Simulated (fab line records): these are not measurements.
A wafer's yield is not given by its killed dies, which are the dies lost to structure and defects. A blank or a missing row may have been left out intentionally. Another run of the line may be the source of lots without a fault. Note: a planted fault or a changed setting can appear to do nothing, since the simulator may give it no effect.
8D (eight disciplines) problem report, filled in by code	flow gf180mcu	the parts of the form that need people (team, actions taken, sign-off) are left out

## 1. THE PROBLEM
V3_W_RS at GF_V3_RS_MEAS_24 reads a mean of 0.285 ohm/sq on 6 wafers of 2 lots; wafers without a fault read 0.330 ohm/sq with a standard deviation of 0.0045. Relative to the usual mean, that is a shift of -9.9 standard deviations.
The step: measures by four-point-probe.
First observed at day 26 16:28: wafer L992.1, on film-metro-02. The record holds 30 wafers of 10 lots with a number at this step. Rule for "out" (also "out of limits"): further than 4 standard deviations from the usual mean. Any other wafer with a number is counted as sound.

## 2. WHAT IT IS; WHAT IT IS NOT
question	is	is not
which readings at this step	V3_W_RS	-
which lots	L992, L993	L101, L103, L980, L981, L983, L989, L990, L994
which wafers of those lots	all that have a number	-
read on which gauges	film-metro-01, film-metro-02	film-metro-04
when	from day 26 16:28	up to then (15 sound wafers); but 9 sound wafers of L101, L103, L994 came after

## 3. THE SUSPECTS, EACH WITH WHAT RULES IT OUT
Counting: a tool stays on the suspect list if, at a process step up to the reading, it processed all lots that are out and no sound lot following the first of them.
- the gauge at GF_V3_RS_MEAS_24: ruled out. 2 gauges (film-metro-01, film-metro-02) read the wafers that are out.
- pvd-sputter-01 at GF_M3_SPUTTER_03 (material Ti, target thk 10 nm, time 6.7 s): ruled out as a lasting fault. Sound lots L994, L101 ran on it after its first lot that is out, L992 (day 24 19:31).
- pvd-sputter-02 at GF_V3_SPUTTER_21 (material Ti, target thk 15 nm, time 80.02 s): ruled out as a lasting fault. Sound lots L994 ran on it after its first lot that is out, L992 (day 26 16:16).
- pvd-sputter-02 at GF_V3_SPUTTER_22 (material TiN, target thk 10 nm, time 40 s): ruled out as a lasting fault. Sound lots L994 ran on it after its first lot that is out, L992 (day 26 16:19).
- cvd-w-02 at GF_V3_CVD_23 (deposits W, target thk 350 nm, time 104.9 s): kept. Every lot that is out went through it, starting with L992 (day 26 16:22), and after that it ran no sound lot; the last sound lot it ran before then is L990 (day 25 20:32). Its own susceptor-temp-C readings are out on those wafers.
After counting, what remains is cvd-w-02 at GF_V3_CVD_23.

## 4. THE CAUSE (what the simulator had put in)
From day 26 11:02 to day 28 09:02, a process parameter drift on cvd-w-02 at GF_V3_CVD_23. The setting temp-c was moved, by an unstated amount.
After counting, this tool was the only one left.

## 5. SEQUENCE OF EFFECTS, ordered by route
Each row: a reading whose mean over the struck wafers that have a number lies more than 3 standard deviations from the usual. Scope: only readings with a usual standard deviation given in the record; hours: median across lots of the time from each lot's start at the first step in this table that gives one to its start at this step; sigmas: change in usual standard deviations.
hours	step	reading	usual	on struck wafers	change	sigmas
0	GF_V3_CVD_23	susceptor-temp-C	400.01 C	408.43	+8.42	+40
0	GF_V3_RS_MEAS_24	V3_W_RS	0.330 ohm/sq	0.285	-0.045	-9.9
3	GF_V3_THK_MEAS_25	V3_W_THK	355 nm	410	+55	+7.5
7	GF_V3_CMP_26	time-to-endpoint-s	83 s	95	+12	+3.0
Here are the process steps it includes:
- GF_V3_CVD_23: deposits W, target thk 350 nm, time 104.9 s.
- GF_V3_CMP_26: polishes, stops on SiO2, t overpolish 15 s, target thk 0 nm.

## 6. WHAT WOULD HAVE CAUGHT IT SOONER
5 hours passed between the start of the fault at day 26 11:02 and the first reading out of limits at a measuring or inspecting step in this record, taken at day 26 16:28.
Tool's own readings at GF_V3_CVD_23, susceptor-temp-C: out on all struck wafers the step has rows for; an alarm limit on them would have tripped on the first.
Of the lots that are out (2), L993 began GF_V3_CVD_23 on cvd-w-02 after day 26 16:28. It would have been spared by a hold on the tool at that moment.
